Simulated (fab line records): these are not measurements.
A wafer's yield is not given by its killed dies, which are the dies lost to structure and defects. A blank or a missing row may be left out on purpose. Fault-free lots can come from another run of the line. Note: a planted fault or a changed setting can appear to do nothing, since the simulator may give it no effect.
Struck lot and sound lot, side by side | flow gf180mcu | 15 steps out of a route of 602
Sound: these wafers, L250.3, L250.4, L250.6. Wafers L240.2, L240.3, L240.5 were the ones struck. The cause is given at the end.
Per side, at each step with rows, come the tool, then ch with its chambers, and then its first start. Under that, the readings that differ: sound wafers | struck wafers | difference of the means | sigmas: that difference in standard deviations of wafers without a fault.
alike: words and numbers the same on both sides, and readings whose means are apart by under 2 such deviations; not compared: readings that were withheld, readings missing a value for some wafer, numbers with overlapping values and no deviation given by the record, and bounds like >300 which may hide the same value.
Wherever a step has rows on one side only, a row that says differs or no value, or a row with sigmas, the two part there. Numbers that have no deviation but don't overlap get no sigmas and don't part them. Lack of a reading on every wafer of one side parts them only where that side has two or more wafers.

GF_STI_CMP_25: polishes, stops on Si3N4, t overpolish 33 s, target thk 524.6 nm.
  sound on cmp-01 ch 0,1,2, day 6 05:57; struck on cmp-02 ch 0,1,2, day 4 02:22
  alike: motor_current_A, overpolish_run_s, time_to_endpoint_s
then, 4 steps without rows for these wafers: GF_STI_WET_ETCH_26 (etches SiO2 in dHF, target depth 94 nm, time 188 s); GF_STI_WET_ETCH_27 (etches Si3N4 in H3PO4, target depth 160 nm, time 1825 s); GF_STI_WET_ETCH_28 (etches SiO2 in dHF, target depth 20 nm, time 40 s); GF_STI_OXIDATION_29 (stabilise 600 s, purge 300 s, target thk 10 nm).
GF_STI_THK_MEAS_30:
  sound on film_metro-03 at day 6 08:16; struck on film_metro-04 at day 4 05:55
  alike: STI_OXIDATION_02_THK
then, 6 steps without rows for these wafers: GF_DNWELL_DEHYDRATE_00 (time 60 s); GF_DNWELL_HMDS_01 (prime time 60 s); GF_DNWELL_COAT_02 (resist thk 3000 nm); GF_DNWELL_SOFTBAKE_03; GF_DNWELL_EXPOSE_04 (exposes mask DNWELL, target cd 1700 nm); GF_DNWELL_PEB_05.
GF_DNWELL_DEVELOP_06: develop time 60 s.
  sound on litho_track-01 ch 0, day 6 23:00; struck on litho_track-03 ch 0, day 4 19:00
  reading              | sound             | struck            | difference | sigmas
  developer_temp_C (C) | 22.87 22.95 22.90 | 23.83 23.79 23.96 | +0.95      | +9
  alike: exhaust_pa
next, for these wafers, 1 step has no rows: GF_DNWELL_IMPLANT_07.
-- the record jumps here: 27 days lie between the struck wafers' starts before and after (it left off in module DNWELL and takes up again in module PASSIVATION, whose first step shown is number 602 of the route) --
GF_PASSIVATION_PROBE_99:
  rows exist in the record for the struck wafers here (prober-02, day 32 02:05), but not for the sound ones

WHERE THEY PART
Earliest at GF_DNWELL_DEVELOP_06; latest, in this record, at GF_PASSIVATION_PROBE_99.

WHY: the cause the simulator had injected
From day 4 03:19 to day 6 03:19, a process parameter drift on litho_track-03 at GF_DNWELL_DEVELOP_06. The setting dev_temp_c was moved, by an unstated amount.
